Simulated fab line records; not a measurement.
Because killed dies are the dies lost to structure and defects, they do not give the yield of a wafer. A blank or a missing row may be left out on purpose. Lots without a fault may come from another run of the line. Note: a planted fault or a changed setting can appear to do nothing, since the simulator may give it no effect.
A struck lot beside a sound one    flow gf180mcu    15 steps out of a route of 602
Sound: the wafers L534.1, L534.2, L534.4. Struck: wafers L526.2, L526.4, L526.5. Last of all comes the cause.
At each step with rows: each side's tool, then ch and its chambers, then its first start. Under that, the readings that differ: sound wafers    struck wafers    difference of the means    sigmas: that difference in standard deviations of wafers without a fault.
alike: same words and numbers on both sides, and readings whose means sit less than 2 such deviations apart. not compared: any withheld reading, any reading some wafer has no value for, any bound like >300 that may hide the same value, and any number with overlapping values for which the record gives no deviation.
Wherever a step has rows on one side only, a row that says differs or no value, or a row with sigmas, the two part there. When numbers do not overlap yet have no deviation, they are printed without sigmas and do not part them. A reading that every wafer of one side lacks parts them only if that side has two wafers or more.

GF_POLY_GATE_CD_MEAS_10 targets a cd of 280 nm.
  sound: cd-sem-02 at day 14 03:08; struck: cd-sem-01 at day 11 12:19
reading     sound              struck             difference  sigmas
cd-nm (nm)  281.0 281.9 282.8  278.6 278.0 279.0  -3.4        -3
GF_POLY_GATE_OVL_MEAS_11:
  sound: overlay-02 at day 14 03:15; struck: overlay-01 at day 11 12:26
  alike: POLY_GATE_OVL
GF_POLY_GATE_ETCH_12: etches BARC in N2/H2.
  sound on rie-diel-04 ch 0,2, day 14 03:17; struck on rie-diel-04 ch 0,1,3, day 11 12:28
  alike: chamber-pressure-mTorr, drypump-motor-current-A, oes-product-au, throttle-valve-pct
GF_POLY_GATE_ETCH_13: etches poly-Si in HBr/Cl2, stops on SiO2, target depth 198.5 nm, time 69.6 s.
  sound on rie-si-02 ch 0,1,3, day 14 03:20; struck on rie-si-02 ch 0,2,3, day 11 12:31
  alike: chamber-pressure-mTorr, drypump-motor-current-A, oes-product-au, throttle-valve-pct
  not compared: rf-hours-counter-h
GF_POLY_GATE_STRIP_14: strips in O2/N2.
  sound on plasma-asher-01 ch 0,1, day 14 03:23; struck on plasma-asher-04 ch 0,1, day 11 12:34
  alike: chamber-pressure-mTorr, drypump-motor-current-A, heater-power-w, oes-product-au
  not compared: rf-hours-counter-h
then, 2 steps without rows for these wafers: GF_POLY_GATE_CLEAN_15 (cleans in SC1/SC2, time 150 s); GF_POLY_GATE_OXIDATION_16 (stabilise 600 s, purge 300 s, target thk 4 nm).
GF_POLY_GATE_THK_MEAS_17:
  sound: film-metro-04 at day 14 05:58; struck: film-metro-01 at day 11 14:49
  alike: POLY_GATE_OXIDATION_THK
GF_POLY_GATE_CD_MEAS_18:
  sound: cd-sem-01 at day 14 06:01; struck: cd-sem-02 at day 11 14:53
  alike: cd-nm
then, 3 steps without rows for these wafers: GF_HV_LDD_DEHYDRATE_00 (time 60 s); GF_HV_LDD_HMDS_01 (prime time 60 s); GF_HV_LDD_COAT_02 (resist thk 1000 nm).
GF_HV_LDD_SOFTBAKE_03: time 60 s.
  sound on litho-track-01 ch 0, day 14 16:50; struck on litho-track-02 ch 0, day 12 00:35
reading           sound              struck             difference  sigmas
run-length-s (s)  89.33 89.33 89.24  95.71 95.77 95.70  +6.43       +32
  alike: chill-plate-temp-C
then, 1 step without rows for these wafers: GF_HV_LDD_EXPOSE_04 (exposes mask Nplus LV AREA, target cd 400 nm).
-- the record jumps here: 19 days lie between the struck wafers' starts before and after (it left off in module HV_LDD and takes up again in module PASSIVATION, whose first step shown is number 602 of the route) --
GF_PASSIVATION_PROBE_99:
  the record has rows for the struck wafers here (prober-02, day 31 10:38) and none for the sound ones

WHERE THEY PART
Last at GF_PASSIVATION_PROBE_99 as far as this record goes, first at GF_POLY_GATE_CD_MEAS_10.

WHY: whatever the simulator had introduced
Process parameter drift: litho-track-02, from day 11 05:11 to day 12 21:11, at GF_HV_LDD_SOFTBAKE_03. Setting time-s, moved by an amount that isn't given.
